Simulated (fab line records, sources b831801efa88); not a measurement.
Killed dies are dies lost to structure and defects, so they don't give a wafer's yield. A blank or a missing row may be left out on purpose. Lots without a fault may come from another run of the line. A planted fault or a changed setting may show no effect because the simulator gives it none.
A struck lot beside a sound one | flow sky130 | 38 steps out of a route of 708
Sound: wafers L780.2, L780.3, L780.5. Struck: wafer L790.4. (L790.2, L790.5 of the same lot were not struck and are left out.) The cause comes at the end.
At each step with rows: each side's tool, then ch and its chambers, then its first start. Under that, the readings that differ: sound wafers | struck wafers | difference of the means | sigmas: that difference in standard deviations of wafers without a fault.
alike: readings whose means differ by less than 2 such deviations, and words and numbers that are the same on both sides. not compared: withheld readings, readings that some wafer has no value for, bounds like >300 that may hide the same value, and numbers for which the record gives no deviation and whose values overlap.
The two part at a step that has a row with sigmas, a row that says differs or no value, or rows on one side only. Numbers that don't overlap but have no deviation are shown without sigmas and don't part them. A reading that every wafer of one side lacks parts them only if that side has two wafers or more.

first, 9 steps without rows for these wafers: SKY_VIA2_SPUTTER_20 (material TiN, target thk 20 nm, time 80 s); SKY_VIA2_CVD_21 (deposits W, target thk 420 nm, time 126.4 s); SKY_VIA2_CMP_24 (polishes, stops on SiO2, t overpolish 20 s, target thk 0 nm); SKY_METAL3_SPUTTER_00 (material Ti, target thk 15 nm, time 10 s); SKY_METAL3_SPUTTER_01 (material TiN, target thk 20 nm, time 16.7 s); SKY_METAL3_SPUTTER_02 (material AlCu, target thk 735 nm, time 39.1 s); SKY_METAL3_SPUTTER_03 (material Ti, target thk 5 nm, time 3.3 s); SKY_METAL3_SPUTTER_04 (material TiN, target thk 70 nm, time 58.3 s); SKY_CAPM_CVD_00 (deposits SiO2, target thk 15.5 nm).
SKY_CAPM_SPUTTER_02: material TiN, target thk 200 nm, time 166.7 s.
  sound on pvd_sputter-04, day 37 04:39; struck on pvd_sputter-04, day 40 02:44
  reading                                  | sound             | struck | difference | sigmas
  model.TiN_of_CAPM_SPUTTER_02.thk_nm (nm) | 198.4 199.1 199.8 | 142.6  | -56.5      |
  alike: throttle_valve_pct
SKY_CAPM_RS_MEAS_03: measures by four-point-probe.
  sound on film_metro-02, day 37 04:47; struck on film_metro-02, day 40 02:52
  reading              | sound          | struck | difference | sigmas
  CAPM_TIN_RS (ohm/sq) | 6.99 6.95 6.94 | 9.82   | +2.86      | +33
SKY_CAPM_THK_MEAS_04: measures by xrf.
  sound on film_metro-02, day 37 04:53; struck on film_metro-02, day 40 02:58
  reading           | sound             | struck | difference | sigmas
  CAPM_TIN_THK (nm) | 196.7 197.6 198.2 | 140.4  | -57.1      | -25
then, 7 steps without rows for these wafers: SKY_CAPM_DEHYDRATE_05 (time 60 s); SKY_CAPM_HMDS_06 (prime time 60 s); SKY_CAPM_COAT_07 (resist thk 1140 nm); SKY_CAPM_SOFTBAKE_08 (time 60 s); SKY_CAPM_EXPOSE_09 (exposes mask CAPM, target cd 1000 nm); SKY_CAPM_PEB_10; SKY_CAPM_DEVELOP_11 (develop time 60 s).
SKY_CAPM_METAL_ETCH_13: etches TiN in Cl2/BCl3, stops on SiO2, target depth 220 nm, time 62.9 s.
  sound on rie_metal-02 ch 0,1, day 38 06:24; struck on rie_metal-03 ch 0, day 41 02:57
  reading                     | sound                | struck | difference | sigmas
  drypump_motor_current_A (A) | 5.7 6.0 6.0          | 5.1    | -0.8       | -2
  oes_product_au (a.u.)       | 0.933 0.939 0.939    | 0.779  | -0.158     | -19
  throttle_valve_pct (%)      | 21.902 21.899 21.894 | 22.008 | +0.110     | +11
  not compared: rf_hours_counter_h
then, 16 steps without rows for these wafers: SKY_CAPM_STRIP_14 (strips in O2/N2); SKY_CAPM_STRIP_15 (strips in post etch residue remover, time 1200 s); SKY_CAPM_CLEAN_16 (cleans in IPA, time 180 s); SKY_CAPM_CLEAN_17 (cleans in O3/DIW); SKY_METAL3_DEHYDRATE_05 (time 60 s); SKY_METAL3_HMDS_06 (prime time 60 s); SKY_METAL3_COAT_07 (resist thk 60 nm); SKY_METAL3_COAT_08 (resist thk 1140 nm); SKY_METAL3_SOFTBAKE_09 (time 90 s); SKY_METAL3_EXPOSE_10 (exposes mask MM3, target cd 300 nm); SKY_METAL3_PEB_11; SKY_METAL3_DEVELOP_12 (develop time 60 s); SKY_METAL3_DESCUM_15 (chemistry O2, time 8 s); SKY_METAL3_ETCH_16 (etches BARC in N2/H2, stops on SiO2, time 88.2 s, target depth 60 nm); SKY_METAL3_ETCH_17 (etches SiO2 in C4F8/O2/Ar, stops on TiN, time 3.9 s, target depth 15 nm); SKY_METAL3_METAL_ETCH_18 (etches the open film in Cl2/BCl3, stops on SiO2, target depth 845 nm, time 183.1 s).
SKY_METAL3_STRIP_20: strips in post etch residue remover, time 1200 s.
  sound on wet_bench-03 ch 0, day 39 08:42; struck on wet_bench-03 ch 1, day 42 04:16
  reading                                  | sound             | struck | difference | sigmas
  model.TiN_of_CAPM_SPUTTER_02.thk_nm (nm) | 197.6 198.3 198.9 | 141.7  | -56.6      |
-- the record jumps here: 7 days lie between the struck wafers' starts before and after (it left off in module METAL3 and takes up again in module PAD_OPEN, whose first step shown is number 708 of the route) --
SKY_PAD_OPEN_PROBE_99:
  sound on prober-02, day 46 12:04; struck on prober-02, day 48 17:40
  reading                              | sound               | struck | difference | sigmas
  killed_at_other                      | 0 0 0               | 2      | +2         | +3
  killed_open                          | 56 60 60            | 42     | -17        | -3
  model.etest.cap_mim.plate_ohm_sq     | 6.068 6.034 6.029   | 8.401  | +2.357     |
  model.etest.cap_mim.bv_v (V)         | 14.01 14.37 14.29   | 12.35  | -1.87      |
  model.etest.cap_mim.leak_log10_a_cm2 | -9.08 -8.991 -8.938 | -8.146 | +0.857     |
  alike: defect_limited_yield, killed_at_M0_to_M3, killed_at_M4_up, killed_at_contacts, killed_at_front_end, killed_dies, killed_short, sort_bin_3_pad_short, sort_bin_5_function, sort_bin_6_memory, sort_n_pass, sort_yield_pct

WHERE THEY PART
First at SKY_CAPM_RS_MEAS_03; last, within this record, at SKY_PAD_OPEN_PROBE_99.

WHY: what the simulator had put in
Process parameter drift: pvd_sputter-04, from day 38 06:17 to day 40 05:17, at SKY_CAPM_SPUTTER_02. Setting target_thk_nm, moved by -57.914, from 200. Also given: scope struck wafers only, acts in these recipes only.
